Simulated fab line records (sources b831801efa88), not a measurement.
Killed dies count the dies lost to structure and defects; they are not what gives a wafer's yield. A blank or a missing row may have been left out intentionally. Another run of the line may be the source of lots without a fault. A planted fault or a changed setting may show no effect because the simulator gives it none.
Which tool is to blame? -- flow sky130 -- 33 wafers from 11 lots sampled at 4 of the route's 708 steps

WHAT THE GAUGES SHOWED, per wafer
SKY_NWELL_THK_MEAS_02. Usual: NWELL_OXIDATION_THK typically reads 10.02 nm, with standard deviation 0.16.
lot,measured,on,NWELL_OXIDATION_THK (nm),flag
L430,day 2 13:07,film-metro-03,10.08 10.18 10.25,
L431,day 2 19:02,film-metro-01,10.01 9.89 9.94,
L432,day 2 22:08,film-metro-01,10.20 10.35 10.15,
L433,day 3 01:56,film-metro-03,9.99 9.82 10.00,
L434,day 3 08:05,film-metro-03,9.88 9.98 9.91,
L435,day 3 13:31,film-metro-01,9.77 9.64 9.73,
L436,day 3 17:25,film-metro-01,10.15 10.26 10.04,
L439,day 4 15:26,film-metro-01,9.89 10.02 10.30,
L446,day 6 04:46,film-metro-01,10.01 9.89 10.11,
L447,day 6 10:12,film-metro-01,9.95 10.01 9.97,
L451,day 7 01:24,film-metro-04,9.91 9.93 9.85,

SKY_NWELL_RS_MEAS_29: measurement is done with a four-point probe. Usual: NWELL_RS typically reads 624.7 ohm/sq, with standard deviation 1.5.
lot,measured,on,NWELL_RS (ohm/sq),flag
L430,day 5 09:02,film-metro-04,623.8 624.6 624.2,
L431,day 5 14:28,film-metro-03,625.6 625.8 625.3,
L432,day 5 17:10,film-metro-01,624.8 624.0 622.2,
L433,day 5 22:36,film-metro-04,625.2 626.5 627.4,
L434,day 6 05:13,film-metro-01,626.1 625.6 625.4,
L435,day 6 10:23,film-metro-01,648.4 648.3 647.5,OFF
L436,day 6 15:08,film-metro-03,626.0 624.5 624.6,
L439,day 7 17:58,film-metro-03,647.4 646.1 649.9,OFF
L446,day 9 13:53,film-metro-01,626.1 627.7 625.9,
L447,day 9 20:17,film-metro-04,622.7 621.5 624.0,
L451,day 10 14:52,film-metro-03,624.0 623.6 621.2,

WHICH TOOL RAN EACH LOT (tool, then ch and the chambers of the sampled wafers, then the start)
lot,SKY_FIELD_ISO_ETCH_17,SKY_NWELL_IMPLANT_11
L430,"rie-si-02 ch 0,1, day 2 05:37","implanter-04 ch 0, day 4 15:05"
L431,"rie-si-02 ch 1,3, day 2 11:28","implanter-02 ch 0, day 4 20:39"
L432,"rie-si-01 ch 0,1,3, day 2 15:21","implanter-01 ch 0, day 4 23:29"
L433,"rie-si-01 ch 1,2,3, day 2 19:48","implanter-04 ch 0, day 5 04:44"
L434,"rie-si-01 ch 2,3, day 3 00:58","implanter-04 ch 0, day 5 11:19"
L435,"rie-si-02 ch 0,2,3, day 3 07:46","implanter-04 ch 0, day 5 16:20"
L436,"rie-si-02 ch 0,1,2, day 3 11:10","implanter-01 ch 0, day 5 20:22"
L439,"rie-si-02 ch 1,2,3, day 4 05:22","implanter-04 ch 0, day 6 21:11"
L446,"rie-si-01 ch 0,1,2, day 5 19:13","implanter-01 ch 0, day 8 15:22"
L447,"rie-si-02 ch 1,3, day 6 02:25","implanter-01 ch 0, day 8 21:35"
L451,"rie-si-01 ch 0,1, day 6 18:21","implanter-02 ch 0, day 9 15:03"
- SKY_FIELD_ISO_ETCH_17: etches Si in HBr/Cl2/O2, target depth 342 nm, time 97.7 s.
- SKY_NWELL_IMPLANT_11

WHAT THE TOOLS THEMSELVES READ (means of the sampled wafers that have a number; where no wafer has one, the mark that the record gives instead)
SKY_FIELD_ISO_ETCH_17. Usual: chamber-pressure-mTorr 15.000 mTorr, standard deviation 0.014; drypump-motor-current-A 5.5 A, standard deviation 0.44; oes-product-au 1.004 a.u., standard deviation 0.01; throttle-valve-pct 25.656 %, standard deviation 0.011.
lot,tool,chamber-pressure-mTorr (mTorr),drypump-motor-current-A (A),oes-product-au (a.u.),throttle-valve-pct (%),flag
L430,rie-si-02,15.003,5.3,1.003,25.652,
L431,rie-si-02,15.003,5.5,1.017,25.653,
L432,rie-si-01,14.989,5.5,0.998,25.663,
L433,rie-si-01,15.005,5.8,1.004,25.653,
L434,rie-si-01,14.993,5.9,1.008,25.656,
L435,rie-si-02,15.006,5.6,0.994,25.661,
L436,rie-si-02,15.001,5.2,1.003,25.655,
L439,rie-si-02,14.999,5.5,0.998,25.652,
L446,rie-si-01,15.002,5.5,1.010,25.648,
L447,rie-si-02,15.002,5.9,1.009,25.647,
L451,rie-si-01,15.025,5.1,1.005,25.655,

SKY_NWELL_IMPLANT_11. Usual: 400.02 for beam-energy-keV, sd 0.11.
lot,tool,beam-energy-keV,flag
L430,implanter-04,400.02,
L431,implanter-02,399.90,
L432,implanter-01,400.11,
L433,implanter-04,399.90,
L434,implanter-04,400.04,
L435,implanter-04,344.80,OFF
L436,implanter-01,400.07,
L439,implanter-04,344.71,OFF
L446,implanter-01,399.99,
L447,implanter-01,400.10,
L451,implanter-02,399.96,

THE ANSWER, worked out from the rows above alone
Rule: a lot counts as off when the mean over its wafers that have a number is more than 3 standard deviations away from the usual mean. A lot without any number at a reading at which 4 lots or more have one is off too. Where the step has rows for the other lots, those lots are counted as sound. First the gauges in route order, then the tools' own readings, where a lot's mean is used as printed above. At the first step where some lot is off, the reading lying furthest off is the one used; lots without a number count as furthest.
Off: L435, L439, at SKY_NWELL_RS_MEAS_29 (NWELL_RS).
A tool fits if, at a process step before that reading, it ran every lot that is off, and no sound lot after the first of them. Not tried: the gauges at SKY_NWELL_RS_MEAS_29; whatever is off there is also off at SKY_NWELL_IMPLANT_11, on other tools, and gauge error can't account for it. One candidate fits, namely implanter-04 at SKY_NWELL_IMPLANT_11. Its last sound lot is L434 (day 5 11:19), its first lot that is off L435 (day 5 16:20): a fault that began between those two fits.
On the lots that are off, the tool's own readings at SKY_NWELL_IMPLANT_11 differ by more than 5 times the standard deviation of the sound lots' means, which bears it out; beam-energy-keV reads 344.75 there versus 400.01 on the sound lots.

WHAT THE SIMULATOR HAD INSERTED
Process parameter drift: implanter-04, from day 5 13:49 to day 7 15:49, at SKY_NWELL_IMPLANT_11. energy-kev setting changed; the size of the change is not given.
Struck lots among those shown: L435, L439. The rule given above showed the same thing.
